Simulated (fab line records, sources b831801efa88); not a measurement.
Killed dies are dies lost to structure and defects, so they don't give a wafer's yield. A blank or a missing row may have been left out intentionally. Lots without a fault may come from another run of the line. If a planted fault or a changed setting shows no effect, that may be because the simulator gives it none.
8D (eight disciplines) problem report, filled in by code + flow sky130 + the parts of the form that need people (team, actions taken, sign-off) are left out

1. WHAT WENT WRONG
SONOS_ONO_CVD_04_THK at SKY_SONOS_ONO_THK_MEAS_05 reads a mean of 8.50 nm on 9 wafers of 3 lots; wafers without a fault read 5.69 nm with a standard deviation of 0.12. Measured from the usual mean, that is +23 standard deviations.
The first sign was on wafer L898.1 at day 13 09:36, on filmMetro-04. Wafers with a number at this step in the record: 39, from 13 lots. The rule behind "out" and "out of limits": a value lying over 4 standard deviations away from the usual mean. All remaining wafers that have a number are taken as sound.

2. WHAT IT IS; WHAT IT IS NOT
| question                    | is                         | is not                                                                                                        |
|-----------------------------|----------------------------|---------------------------------------------------------------------------------------------------------------|
| which readings at this step | SONOS_ONO_CVD_04_THK       | -                                                                                                             |
| which lots                  | L898, L899, L900           | L893, L894, L904, L905, L906, L907, L909, L910, L912, L913                                                    |
| which wafers of those lots  | all that have a number     | -                                                                                                             |
| read on which gauges        | filmMetro-02, filmMetro-04 | filmMetro-03                                                                                                  |
| when                        | from day 13 09:36          | up to then (6 sound wafers); but 24 sound wafers of L904, L905, L906, L907, L909, L910, L912, L913 came after |

3. WHAT RULES OUT EACH SUSPECT
Counting: a tool at a process step up to the reading stays a suspect if it ran every lot that is out and no sound lot after the first of them.
- the gauge at SKY_SONOS_ONO_THK_MEAS_05 has been ruled out. 2 gauges (filmMetro-02, filmMetro-04) read the wafers that are out.
- lpcvd-03 at SKY_SONOS_ONO_CVD_04 (deposits SiO2 from SiH4/N2O, target thk 5.7199 nm): ruled out as a lasting fault. After its first lot that is out, L898 (day 13 07:43), sound lots L904, L905, L907, L906, L909, L910, L912, L913 ran on it.
Left after counting: nothing in the record.

4. THE CAUSE (what the simulator had put in)
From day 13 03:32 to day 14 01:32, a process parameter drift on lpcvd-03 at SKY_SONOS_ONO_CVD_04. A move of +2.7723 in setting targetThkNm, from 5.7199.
The count ruled it out by mistake, since the rule takes a fault to strike every lot its tool runs from the start of the fault on, and this one did not do so.

5. SEQUENCE OF EFFECTS, ordered by route
Each row: a reading where the mean over the struck wafers with a number is more than 3 standard deviations away from the usual. Only readings for which the record gives a usual standard deviation are gone through. hours: the time from each lot's start at the first step in this table that gives one to its start at this step, as a median over the lots. sigmas: the change in usual standard deviations.
| hours | step                      | reading              | usual   | on struck wafers | change | sigmas |
|-------|---------------------------|----------------------|---------|------------------|--------|--------|
| 0     | SKY_SONOS_ONO_THK_MEAS_05 | SONOS_ONO_CVD_04_THK | 5.69 nm | 8.50             | +2.81  | +23    |

6. HOW IT WOULD HAVE BEEN CAUGHT EARLIER
In this record the first reading out of limits at a measuring or inspecting step was taken at day 13 09:36, 6 hours after the fault began at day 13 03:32.
An alarm limit of 4 standard deviations would not have fired on the tool readings at SKY_SONOS_ONO_CVD_04 for which the record gives a usual standard deviation, since none of them was out on any struck wafer.
